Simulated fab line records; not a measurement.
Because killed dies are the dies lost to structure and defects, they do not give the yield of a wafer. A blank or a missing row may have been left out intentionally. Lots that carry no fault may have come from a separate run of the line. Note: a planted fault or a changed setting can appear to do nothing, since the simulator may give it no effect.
What tool caused it?	flow gf180mcu	14 lots with 42 wafers sampled at 5 steps, on a route of 602 steps

## WHAT EACH GAUGE READ, for each wafer
GF_VT_IMPLANT_TW_MEAS_43.
lot	measured	on	VT_IMPLANT_4_TW
L635	day 7 18:39	filmMetro-04	691 688 693
L637	day 8 05:40	filmMetro-03	699 700 699
L638	day 8 14:17	filmMetro-03	700 696 698
L639	day 8 20:02	filmMetro-01	690 690 694
L641	day 9 14:39	filmMetro-04	688 687 686
L642	day 9 16:12	filmMetro-03	698 697 694
L643	day 9 23:28	filmMetro-04	686 685 686
L644	day 10 08:25	filmMetro-01	692 694 688
L648	day 11 09:41	filmMetro-03	695 700 695
L651	day 12 05:27	filmMetro-04	689 693 689
L652	day 12 13:44	filmMetro-01	697 694 699
L653	day 13 01:16	filmMetro-04	686 685 688
L654	day 13 01:32	filmMetro-01	697 696 697
L656	day 13 18:18	filmMetro-03	695 699 696

GF_VT_IMPLANT_RS_MEAS_47: a four-point-probe measurement.
lot	measured	on	NWELL_RS (ohm/sq)
L635	day 7 19:04	filmMetro-02	487.6 487.4 488.3
L637	day 8 06:00	filmMetro-01	490.7 491.1 491.9
L638	day 8 14:38	filmMetro-01	488.7 487.5 488.7
L639	day 8 20:28	filmMetro-01	486.4 486.9 485.4
L641	day 9 15:09	filmMetro-01	488.7 488.3 489.5
L642	day 9 16:35	filmMetro-02	488.2 488.3 488.2
L643	day 9 23:48	filmMetro-01	488.3 487.2 487.0
L644	day 10 08:45	filmMetro-03	487.1 486.6 486.6
L648	day 11 10:01	filmMetro-02	482.8 483.6 482.1
L651	day 12 05:48	filmMetro-03	485.7 484.4 485.6
L652	day 12 14:06	filmMetro-01	480.4 482.4 481.9
L653	day 13 01:37	filmMetro-03	487.4 486.9 486.1
L654	day 13 01:53	filmMetro-01	485.8 484.6 486.1
L656	day 13 18:39	filmMetro-03	485.4 486.9 485.2

GF_V2_THK_MEAS_25: measures by xrf.
lot	measured	on	V2_W_THK (nm)
L635	day 20 15:49	filmMetro-03	360 367 359
L637	day 21 05:56	filmMetro-02	364 357 360
L638	day 21 21:55	filmMetro-02	350 353 361
L639	day 22 04:26	filmMetro-01	357 352 362
L641	day 23 05:58	filmMetro-01	372 366 367
L642	day 23 06:53	filmMetro-03	353 353 359
L643	day 23 12:35	filmMetro-03	368 363 363
L644	day 24 04:20	filmMetro-01	358 358 361
L648	day 25 12:26	filmMetro-02	359 359 356
L651	day 26 09:17	filmMetro-03	362 351 357
L652	day 26 14:54	filmMetro-03	349 350 351
L653	day 26 20:43	filmMetro-01	366 362 368
L654	day 27 01:47	filmMetro-02	360 362 359
L656	day 27 20:08	filmMetro-01	367 370 361

GF_V3_CD_MEAS_14: the cd target is 260 nm.
lot	measured	on	cdNm (nm)
L635	day 22 17:28	cdSem-01	258.9 259.3 258.7
L637	day 23 07:02	cdSem-02	260.2 259.7 259.9
L638	day 23 22:44	cdSem-01	263.1 262.2 262.9
L639	day 24 05:22	cdSem-01	261.8 263.3 262.5
L641	day 25 05:32	cdSem-02	260.3 260.4 260.9
L642	day 25 05:52	cdSem-01	260.4 261.2 260.0
L643	day 25 10:30	cdSem-01	260.2 261.7 260.2
L644	day 26 01:08	cdSem-01	260.3 260.0 260.0
L648	day 27 07:28	cdSem-01	259.8 260.0 259.1
L651	day 28 03:13	cdSem-01	260.8 261.0 260.6
L652	day 28 08:10	cdSem-01	258.9 257.9 259.8
L653	day 28 14:29	cdSem-01	260.2 261.0 260.1
L654	day 28 19:41	cdSem-02	261.4 261.9 261.6
L656	day 29 12:51	cdSem-02	261.8 260.7 260.5

## EACH LOT AND THE TOOL THAT RAN IT (in order: tool; ch and the chambers of the sampled wafers; start)
lot	GF_NWELL_IMPLANT_09
L635	implanter-02 ch 0, day 3 12:55
L637	implanter-02 ch 0, day 3 22:38
L638	implanter-01 ch 0, day 4 05:19
L639	implanter-04 ch 0, day 4 10:07
L641	implanter-02 ch 0, day 4 23:41
L642	implanter-02 ch 0, day 5 04:22
L643	implanter-01 ch 0, day 5 07:53
L644	implanter-01 ch 0, day 5 14:26
L648	implanter-02 ch 0, day 6 11:34
L651	implanter-02 ch 0, day 7 02:55
L652	implanter-02 ch 0, day 7 10:31
L653	implanter-04 ch 0, day 7 18:55
L654	implanter-01 ch 0, day 7 19:41
L656	implanter-01 ch 0, day 8 08:14
- GF_NWELL_IMPLANT_09

## AS READ BY THE TOOLS THEMSELVES (means over the sampled wafers that have a number; for cases with no such wafer, the mark the record gives instead)
GF_NWELL_IMPLANT_09.
lot	tool	beamEnergyKeV	doseIonsCm2	faradayCurrentUA
L635	implanter-02	160.08	3.995e+12	22.3
L637	implanter-02	160.01	4.001e+12	22.7
L638	implanter-01	160.01	3.999e+12	22.7
L639	implanter-04	159.99	4.002e+12	22.5
L641	implanter-02	160.04	3.996e+12	22.9
L642	implanter-02	160.10	4.001e+12	22.5
L643	implanter-01	160.00	4.005e+12	22.5
L644	implanter-01	160.01	4.003e+12	22.2
L648	implanter-02	159.97	4.257e+12	23.9
L651	implanter-02	160.05	4.259e+12	23.7
L652	implanter-02	160.00	4.261e+12	23.6
L653	implanter-04	159.94	4.000e+12	22.6
L654	implanter-01	159.97	4.007e+12	22.5
L656	implanter-01	159.98	4.005e+12	22.5

## THE ANSWER, worked out from the rows above alone
Rule: the usual values come from the lots themselves. Put in order of their means at a reading, lots are off if they are a third of the lots or fewer, leave a main group of 4 or more, and stand apart from it by a gap of 3 or more times the standard deviation of the main group's means; of several such gaps the widest counts. If all means in a main group match to the digits the tables above print for the reading, that group is not used. Also off: a lot with no number at a reading for which 4 or more lots have one. All remaining lots with rows at the step are treated as sound. Order of review: gauges by route order, followed by the tools' own readings, for which a lot's mean as printed above is used. The first step at which some lot is off is used, and at that step the reading that is off furthest; a lot without a number counts as furthest.
Off: L648, L651, L652, at GF_NWELL_IMPLANT_09 (doseIonsCm2). Mean 4.001e+12 and standard deviation 3.5e+09 in the main group.
If a tool, at that step or one of the process steps before it, ran each lot that is off and ran no sound lot following the first of them, it fits. One fits: implanter-02 at GF_NWELL_IMPLANT_09. Its last sound lot is L642 (day 5 04:22), its first lot that is off L648 (day 6 11:34): a fault that began between those two fits.
The tool's own readings at GF_NWELL_IMPLANT_09 bear it out: on the lots that are off they differ by more than 5 times the standard deviation of the sound lots' means. doseIonsCm2 reads 4.259e+12 there against 4.001e+12 on the sound lots; faradayCurrentUA reads 23.7 there against 22.5 on the sound lots.

## WHAT WAS PUT IN BY THE SIMULATOR
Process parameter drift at GF_NWELL_IMPLANT_09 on implanter-02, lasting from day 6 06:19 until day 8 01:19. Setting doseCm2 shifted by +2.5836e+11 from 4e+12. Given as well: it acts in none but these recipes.
Lots struck among those shown: L648, L651, L652. This agrees with what the rule above found.
